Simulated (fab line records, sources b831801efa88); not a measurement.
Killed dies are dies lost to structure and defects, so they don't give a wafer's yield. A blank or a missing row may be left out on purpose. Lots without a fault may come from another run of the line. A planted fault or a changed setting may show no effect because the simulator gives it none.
Tool commonality check | flow sky130 | 13 lots, 45 wafers sampled

WHY IT WAS OPENED
At SKY_CAPM_RS_MEAS_03 the reading CAPM_TIN_RS is flagged on 2 of 13 lots. Wafers without a fault read 6.87 ohm/sq, standard deviation 0.086.
Rule: a lot is flagged when every wafer of it that has a number lies more than 4 standard deviations from that mean, or none has a number. The other lots count as sound.

lot  | measured     | on            | CAPM_TIN_RS (ohm/sq), wafer by wafer | flag
L152 | day 36 11:09 | film_metro-02 | 6.78 6.84 6.95                       |
L154 | day 37 10:00 | film_metro-03 | 6.94 6.87 6.99                       |
L156 | day 38 01:50 | film_metro-04 | 6.80 6.97 6.77                       |
L160 | day 39 12:28 | film_metro-02 | 11.54 11.22 11.55 11.54 11.23 11.58  | FLAGGED
L162 | day 39 22:05 | film_metro-02 | 11.60 11.33 11.48 11.62 11.34 11.48  | FLAGGED
L166 | day 41 10:04 | film_metro-02 | 6.87 6.88 6.85                       |
L167 | day 41 15:56 | film_metro-03 | 6.78 6.79 6.95                       |
L168 | day 41 19:30 | film_metro-03 | 6.95 6.95 7.03                       |
L169 | day 41 22:17 | film_metro-03 | 6.91 6.98 6.93                       |
L170 | day 42 06:31 | film_metro-02 | 6.91 6.87 6.76                       |
L172 | day 42 09:55 | film_metro-04 | 6.94 6.87 7.02                       |
L171 | day 42 16:10 | film_metro-04 | 6.78 6.65 6.84                       |
L174 | day 43 13:38 | film_metro-02 | 6.96 6.99 6.88                       |
The numbers of the flagged lots are 11.46 ohm/sq on average: +4.59 ohm/sq against the usual, or +53 standard deviations.

WHICH TOOL RAN EACH LOT
The record holds 3 process steps before the reading, out of a route of 708 steps. In each cell: the tool, then ch and the chambers that the sampled wafers went through, then the start.
lot  | flag    | SKY_METAL3_SPUTTER_00        | SKY_METAL3_SPUTTER_01        | SKY_CAPM_SPUTTER_02
L152 |         | pvd_sputter-01, day 36 10:48 | pvd_sputter-01, day 36 10:49 | pvd_sputter-03, day 36 11:02
L154 |         | pvd_sputter-02, day 37 09:39 | pvd_sputter-02, day 37 09:40 | pvd_sputter-01, day 37 09:53
L156 |         | pvd_sputter-04, day 38 01:28 | pvd_sputter-04, day 38 01:30 | pvd_sputter-01, day 38 01:43
L160 | FLAGGED | pvd_sputter-04, day 39 12:05 | pvd_sputter-04, day 39 12:06 | pvd_sputter-01, day 39 12:19
L162 | FLAGGED | pvd_sputter-02, day 39 21:44 | pvd_sputter-02, day 39 21:45 | pvd_sputter-01, day 39 21:58
L166 |         | pvd_sputter-02, day 41 09:44 | pvd_sputter-02, day 41 09:45 | pvd_sputter-03, day 41 09:58
L167 |         | pvd_sputter-01, day 41 15:33 | pvd_sputter-01, day 41 15:34 | pvd_sputter-02, day 41 15:47
L168 |         | pvd_sputter-01, day 41 19:07 | pvd_sputter-01, day 41 19:08 | pvd_sputter-03, day 41 19:21
L169 |         | pvd_sputter-04, day 41 21:55 | pvd_sputter-04, day 41 21:56 | pvd_sputter-02, day 41 22:10
L170 |         | pvd_sputter-01, day 42 06:10 | pvd_sputter-01, day 42 06:11 | pvd_sputter-03, day 42 06:25
L172 |         | pvd_sputter-01, day 42 09:34 | pvd_sputter-01, day 42 09:35 | pvd_sputter-02, day 42 09:47
L171 |         | pvd_sputter-04, day 42 15:48 | pvd_sputter-04, day 42 15:49 | pvd_sputter-03, day 42 16:03
L174 |         | pvd_sputter-04, day 43 13:14 | pvd_sputter-04, day 43 13:16 | pvd_sputter-03, day 43 13:31
What these steps do:
- SKY_METAL3_SPUTTER_00: material Ti, target thk 15 nm, time 10 s.
- SKY_METAL3_SPUTTER_01: material TiN, target thk 20 nm, time 16.7 s.
- SKY_CAPM_SPUTTER_02: material TiN, target thk 200 nm, time 166.7 s.
- SKY_CAPM_RS_MEAS_03: measures by four-point-probe.

FLAGGED OVER TOTAL, TOOL BY TOOL (the gauges that took the reading come last)
step                  | tool           | lots run | flagged | share of the flagged lots | sound lots run after its first flagged lot
SKY_METAL3_SPUTTER_00 | pvd_sputter-01 | 5        | 0       | none                      | -
SKY_METAL3_SPUTTER_00 | pvd_sputter-02 | 3        | 1       | some                      | 1 (L166)
SKY_METAL3_SPUTTER_00 | pvd_sputter-04 | 5        | 1       | some                      | 3 (L169,L171,L174)
SKY_METAL3_SPUTTER_01 | pvd_sputter-01 | 5        | 0       | none                      | -
SKY_METAL3_SPUTTER_01 | pvd_sputter-02 | 3        | 1       | some                      | 1 (L166)
SKY_METAL3_SPUTTER_01 | pvd_sputter-04 | 5        | 1       | some                      | 3 (L169,L171,L174)
SKY_CAPM_SPUTTER_02   | pvd_sputter-01 | 4        | 2       | all                       | 0
SKY_CAPM_SPUTTER_02   | pvd_sputter-02 | 3        | 0       | none                      | -
SKY_CAPM_SPUTTER_02   | pvd_sputter-03 | 6        | 0       | none                      | -
SKY_CAPM_RS_MEAS_03   | film_metro-02  | 6        | 2       | all                       | 3 (L166,L170,L174)
SKY_CAPM_RS_MEAS_03   | film_metro-03  | 4        | 0       | none                      | -
SKY_CAPM_RS_MEAS_03   | film_metro-04  | 3        | 0       | none                      | -

WHAT THE TABLE ALLOWS
2 rows of the table ran every flagged lot: pvd_sputter-01 at SKY_CAPM_SPUTTER_02, film_metro-02 at SKY_CAPM_RS_MEAS_03.
- pvd_sputter-01 at SKY_CAPM_SPUTTER_02: 2 of its 4 lots flagged. Its last sound lot is L156 (day 38 01:43), its first flagged lot L160 (day 39 12:19): a fault that began between those two fits.
- film_metro-02 at SKY_CAPM_RS_MEAS_03: 2 of its 6 lots flagged. Sound lots ran on it after the first flagged one (L166, L170, L174), which a lasting fault on the whole tool wouldn't allow.
One tool is left: pvd_sputter-01 at SKY_CAPM_SPUTTER_02.

WHAT THE SIMULATOR HAD PUT IN
Process parameter drift: pvd_sputter-01, from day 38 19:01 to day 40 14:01, at SKY_CAPM_SPUTTER_02. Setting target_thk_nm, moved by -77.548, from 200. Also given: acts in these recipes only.
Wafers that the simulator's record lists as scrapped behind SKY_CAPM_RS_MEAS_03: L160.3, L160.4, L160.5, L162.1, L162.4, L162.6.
Lots struck among those shown: L160, L162. The rule above found the same.
